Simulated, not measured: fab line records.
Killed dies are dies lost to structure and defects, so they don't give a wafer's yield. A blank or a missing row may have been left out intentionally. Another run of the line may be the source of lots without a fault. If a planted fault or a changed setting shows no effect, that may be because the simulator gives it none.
A lot that was struck, set against a sound lot :: flow sky130 :: 43 steps out of a route of 708
Sound: these wafers, L410.1, L410.2, L410.3. Struck: wafers L426.2, L426.3 (left out: L426.1, a lot-mate that was not struck); the cause follows at the end.
Each step with rows lists, per side, the tool, then ch with its chambers, then its first start. Under that, the readings that differ: sound wafers :: struck wafers :: difference of the means :: sigmas: that difference in standard deviations of wafers without a fault.
alike: readings whose means differ by less than 2 such deviations, and words and numbers that are the same on both sides. not compared: withheld readings, readings that some wafer has no value for, bounds like >300 that may hide the same value, and numbers for which the record gives no deviation and whose values overlap.
The two part at a step that has a row with sigmas, a row that says differs or no value, or rows on one side only. Numbers that don't overlap but have no deviation are shown without sigmas and don't part them. A reading missing from all wafers of one side parts the sides only when that side holds two or more wafers.

first, 8 steps without rows for these wafers: SKY_LI_CONTACT_DEHYDRATE_04 (time 60 s); SKY_LI_CONTACT_HMDS_05 (prime time 60 s); SKY_LI_CONTACT_COAT_06 (resist thk 60 nm); SKY_LI_CONTACT_COAT_07 (resist thk 450 nm); SKY_LI_CONTACT_SOFTBAKE_08 (time 90 s); SKY_LI_CONTACT_EXPOSE_09 (exposes mask LICM1, target cd 170 nm); SKY_LI_CONTACT_PEB_10; SKY_LI_CONTACT_DEVELOP_11 (develop time 60 s).
SKY_LI_CONTACT_CD_MEAS_12: target cd 170 nm.
  sound on cd sem-02 at day 30 17:38; struck on cd sem-01 at day 35 10:50
reading: cd nm (nm)
sound: 171.2 171.6 170.5
struck: 168.1 168.0
difference: -3.0
sigmas: -2
SKY_LI_CONTACT_OVL_MEAS_13:
  sound on overlay-01 at day 30 17:45; struck on overlay-02 at day 35 10:57
  alike: LI_CONTACT_OVL
SKY_LI_CONTACT_ETCH_14: etches BARC in N2/H2, stops on SiO2, time 45.9 s, target depth 60 nm.
  sound on rie diel-02 ch 0,1,2, day 30 17:47; struck on rie diel-03 ch 0,3, day 35 10:59
reading: rf hours counter h (h)
sound: 8 3 9
struck: 10 11
difference: +4
sigmas: 
  alike: drypump motor current A, n2 flow sccm, oes product au, throttle valve pct
SKY_LI_CONTACT_ETCH_15: etches PSG in C4F8/O2/Ar, stops on Si, target depth 600 nm.
  sound on rie diel-02 ch 0,1,2, day 30 17:50; struck on rie diel-03 ch 0,3, day 35 11:02
  alike: oes product au
SKY_LI_CONTACT_STRIP_16: strips in O2/N2.
  sound on plasma asher-01 ch 0,1, day 30 17:55; struck on plasma asher-04 ch 1, day 35 11:07
reading: drypump motor current A (A)
sound: 6.0 5.1 5.1
struck: 6.3 6.3
difference: +0.9
sigmas: +2
  alike: n2 flow sccm, oes product au, strip time to endpoint s
  not compared: rf hours counter h
then, 5 steps without rows for these wafers: SKY_LI_CONTACT_CLEAN_17 (cleans in NMP, time 600 s); SKY_LI_CONTACT_PRE_CLEAN_18 (time 5.6 s); SKY_LI_CONTACT_SPUTTER_19 (material Ti, target thk 20 nm, time 106.37 s); SKY_LI_CONTACT_SPUTTER_20 (material TiN, target thk 20 nm, time 80 s); SKY_LI_CONTACT_CVD_21 (deposits W, target thk 400 nm, time 120.56 s).
SKY_LI_CONTACT_RS_MEAS_22: measurement is done with a four-point probe.
  sound on film metro-02 at day 30 18:28; struck on film metro-02 at day 35 11:40
  alike: LI_CONTACT_W_RS
SKY_LI_CONTACT_THK_MEAS_23: measures by xrf.
  sound on film metro-02 at day 30 18:35; struck on film metro-02 at day 35 11:47
  alike: LI_CONTACT_W_THK
then, 1 step without rows for these wafers: SKY_LI_CONTACT_CMP_24 (polishes, stops on PSG, t overpolish 20 s, target thk 0 nm).
SKY_LOCAL_INTERCONNECT_SPUTTER_00: material TiN, target thk 100 nm, time 83.3 s.
  sound on pvd sputter-02 at day 30 18:57; struck on pvd sputter-04 at day 35 12:09
  alike: throttle valve pct
SKY_LOCAL_INTERCONNECT_RS_MEAS_01: measurement is done with a four-point probe.
  sound on film metro-02 at day 30 19:01; struck on film metro-03 at day 35 12:13
reading: LOCAL_INTERCONNECT_TIN_RS (ohm/sq)
sound: 13.98 13.97 13.99
struck: 14.25 14.18
difference: +0.23
sigmas: +2
SKY_LOCAL_INTERCONNECT_THK_MEAS_02: measures by xrf.
  sound on film metro-02 at day 30 19:08; struck on film metro-03 at day 35 12:20
  alike: LOCAL_INTERCONNECT_TIN_THK
then, 8 steps without rows for these wafers: SKY_LOCAL_INTERCONNECT_DEHYDRATE_03 (time 60 s); SKY_LOCAL_INTERCONNECT_HMDS_04 (prime time 60 s); SKY_LOCAL_INTERCONNECT_COAT_05 (resist thk 60 nm); SKY_LOCAL_INTERCONNECT_COAT_06 (resist thk 450 nm); SKY_LOCAL_INTERCONNECT_SOFTBAKE_07 (time 90 s); SKY_LOCAL_INTERCONNECT_EXPOSE_08 (exposes mask LI1M, target cd 170 nm); SKY_LOCAL_INTERCONNECT_PEB_09; SKY_LOCAL_INTERCONNECT_DEVELOP_10 (develop time 60 s).
SKY_LOCAL_INTERCONNECT_CD_MEAS_11: target cd 170 nm.
  sound on cd sem-02 at day 31 21:34; struck on cd sem-01 at day 36 14:09
  alike: cd nm
SKY_LOCAL_INTERCONNECT_OVL_MEAS_12:
  sound on overlay-02 at day 31 21:41; struck on overlay-02 at day 36 14:16
  alike: LOCAL_INTERCONNECT_OVL
SKY_LOCAL_INTERCONNECT_ETCH_13: etches BARC in N2/H2, stops on SiO2, time 45.9 s, target depth 60 nm.
  sound on rie metal-01 ch 0,1, day 31 21:44; struck on rie metal-04 ch 0,1, day 36 14:18
  alike: drypump motor current A, n2 flow sccm, oes product au, throttle valve pct
  not compared: rf hours counter h
SKY_LOCAL_INTERCONNECT_METAL_ETCH_14: etches TiN in Cl2/BCl3, stops on PSG, target depth 110 nm, time 31.4 s.
  sound on rie metal-01 ch 0,1, day 31 21:47; struck on rie metal-04 ch 0,1, day 36 14:22
  alike: drypump motor current A, oes product au, throttle valve pct
  not compared: rf hours counter h
then, 5 steps without rows for these wafers: SKY_LOCAL_INTERCONNECT_STRIP_15 (strips in O2/N2); SKY_LOCAL_INTERCONNECT_STRIP_16 (strips in post etch residue remover, time 1200 s); SKY_LOCAL_INTERCONNECT_CLEAN_17 (cleans in IPA, time 180 s); SKY_LOCAL_INTERCONNECT_CLEAN_18 (cleans in O3/DIW); SKY_CONTACT_CVD_00 (deposits Si3N4, target thk 75 nm).
SKY_CONTACT_THK_MEAS_01:
  sound on film metro-01 at day 31 22:28; struck on film metro-04 at day 36 15:02
  alike: CONTACT_CVD_00_THK
-- the record jumps here: 14 days lie between the struck wafers' starts before and after (it left off in module CONTACT and takes up again in module PAD_OPEN, whose first step shown is number 708 of the route) --
SKY_PAD_OPEN_PROBE_99:
  sound on prober-02 at day 46 22:07; struck on prober-02 at day 50 04:47
reading: killed at contacts
sound: 31 16 19
struck: 55 57
difference: +34
sigmas: +6

reading: killed dies
sound: 87 62 78
struck: 118 127
difference: +47
sigmas: +5
  alike: killed_at_M0_to_M3, killed_at_M4_up, killed at front end, killed at other, killed open, killed short

WHERE THEY PART
Last at SKY_PAD_OPEN_PROBE_99 as far as this record goes, first at SKY_LI_CONTACT_CD_MEAS_12.

WHY: the cause the simulator had injected
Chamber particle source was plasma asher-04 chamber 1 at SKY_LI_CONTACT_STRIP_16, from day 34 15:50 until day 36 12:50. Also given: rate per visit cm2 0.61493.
